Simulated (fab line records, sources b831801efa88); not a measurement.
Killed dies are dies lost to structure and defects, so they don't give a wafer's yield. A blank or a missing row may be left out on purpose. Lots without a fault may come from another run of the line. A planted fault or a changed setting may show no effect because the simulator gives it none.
Which tool did it? | flow sky130 | 24 lots, 72 wafers sampled, at 2 steps of a route of 708

WHAT THE GAUGES READ, wafer by wafer
SKY_LDD_P_CD_MEAS_07: target cd 380 nm.
lot  | measured     | on        | cd_nm (nm)
L074 | day 18 16:31 | cd_sem-02 | 377.2 375.9 379.3
L075 | day 19 09:39 | cd_sem-01 | 379.0 377.5 379.5
L076 | day 19 19:55 | cd_sem-02 | 379.5 381.6 379.5
L077 | day 20 06:01 | cd_sem-02 | 380.5 380.5 379.3
L078 | day 20 22:59 | cd_sem-01 | 378.9 379.6 378.9
L079 | day 21 10:49 | cd_sem-02 | 377.1 374.7 379.3
L080 | day 21 19:40 | cd_sem-01 | 377.2 374.4 372.9
L081 | day 21 20:50 | cd_sem-02 | 378.7 380.9 380.8
L082 | day 22 07:50 | cd_sem-02 | 384.5 384.8 385.6
L083 | day 22 17:01 | cd_sem-02 | 381.3 381.9 379.1
L084 | day 23 08:54 | cd_sem-02 | 381.9 384.6 380.4
L085 | day 23 11:48 | cd_sem-01 | 380.3 381.5 380.8
L086 | day 23 16:38 | cd_sem-02 | 382.7 382.9 380.4
L087 | day 24 01:49 | cd_sem-01 | 376.0 377.7 377.0
L088 | day 24 08:02 | cd_sem-01 | 379.4 379.8 378.8
L089 | day 24 18:29 | cd_sem-01 | 377.2 379.3 378.3
L090 | day 24 22:10 | cd_sem-02 | 375.0 376.1 375.3
L091 | day 25 06:40 | cd_sem-02 | 378.9 377.0 376.5
L092 | day 25 17:46 | cd_sem-02 | 382.0 380.4 380.0
L093 | day 26 02:04 | cd_sem-01 | 382.1 382.0 384.1
L094 | day 26 04:38 | cd_sem-01 | 375.3 376.6 376.4
L095 | day 26 17:54 | cd_sem-01 | 383.4 382.7 383.6
L096 | day 26 21:40 | cd_sem-02 | 380.1 382.9 381.8
L097 | day 27 08:23 | cd_sem-01 | 379.1 381.1 380.9

SKY_METAL1_OVL_MEAS_16.
lot  | measured     | on         | METAL1_OVL (nm)
L074 | day 32 17:13 | overlay-02 | 5 -2 3
L075 | day 33 09:20 | overlay-01 | -6 -10 -8
L076 | day 33 14:49 | overlay-02 | -4 -10 -5
L077 | day 34 01:25 | overlay-02 | 1 5 4
L078 | day 34 16:43 | overlay-01 | -12 -10 -7
L079 | day 35 00:47 | overlay-02 | -14 -8 -10
L080 | day 35 08:18 | overlay-01 | 2 -8 -3
L081 | day 35 08:59 | overlay-02 | 1 -4 2
L082 | day 35 18:21 | overlay-01 | -5 -2 0
L083 | day 36 00:04 | overlay-02 | 0 -8 -9
L084 | day 36 14:41 | overlay-02 | -3 -1 2
L085 | day 36 17:08 | overlay-01 | -7 -6 -6
L086 | day 37 00:59 | overlay-01 | 0 -8 -1
L087 | day 37 07:09 | overlay-01 | -8 -2 -5
L088 | day 37 12:28 | overlay-02 | 11 5 9
L089 | day 37 19:22 | overlay-01 | -8 -9 -12
L090 | day 37 22:05 | overlay-02 | 3 1 1
L091 | day 38 06:14 | overlay-02 | -10 -7 -11
L092 | day 38 18:17 | overlay-02 | 2 1 -3
L093 | day 38 21:41 | overlay-01 | -2 -10 -4
L094 | day 39 05:18 | overlay-02 | -4 -4 -10
L095 | day 39 14:32 | overlay-01 | 9 13 6
L096 | day 39 17:00 | overlay-02 | 7 -1 -2
L097 | day 39 22:51 | overlay-01 | -1 -10 -3

WHICH TOOL RAN EACH LOT (tool, then ch and the chambers of the sampled wafers, then the start)
The record holds no process step before these readings.

WHAT THE TOOLS THEMSELVES READ (means of the sampled wafers that have a number; where no wafer has one, the mark that the record gives instead)
The record holds no such reading with a usual standard deviation.

THE ANSWER, worked out from the rows above alone
Rule: what is usual is taken from the lots themselves. Put in order of their means at a reading, lots are off if they are a third of the lots or fewer, leave a main group of 4 or more, and stand apart from it by a gap of 3 or more times the standard deviation of the main group's means; of several such gaps the widest counts. A main group whose means are all the same, to the digits that the tables above print for the reading, isn't used. A lot without any number at a reading at which 4 lots or more have one is off too. The other lots that the step has rows for count as sound. The gauges are gone through in route order, then the tools' own readings, and for those a lot's mean is taken as printed above. The first step at which some lot is off is used, and at that step the reading that is off furthest; a lot without a number counts as furthest.
No lot is off at any reading shown: from this, nothing can be told.

WHAT THE SIMULATOR HAD PUT IN
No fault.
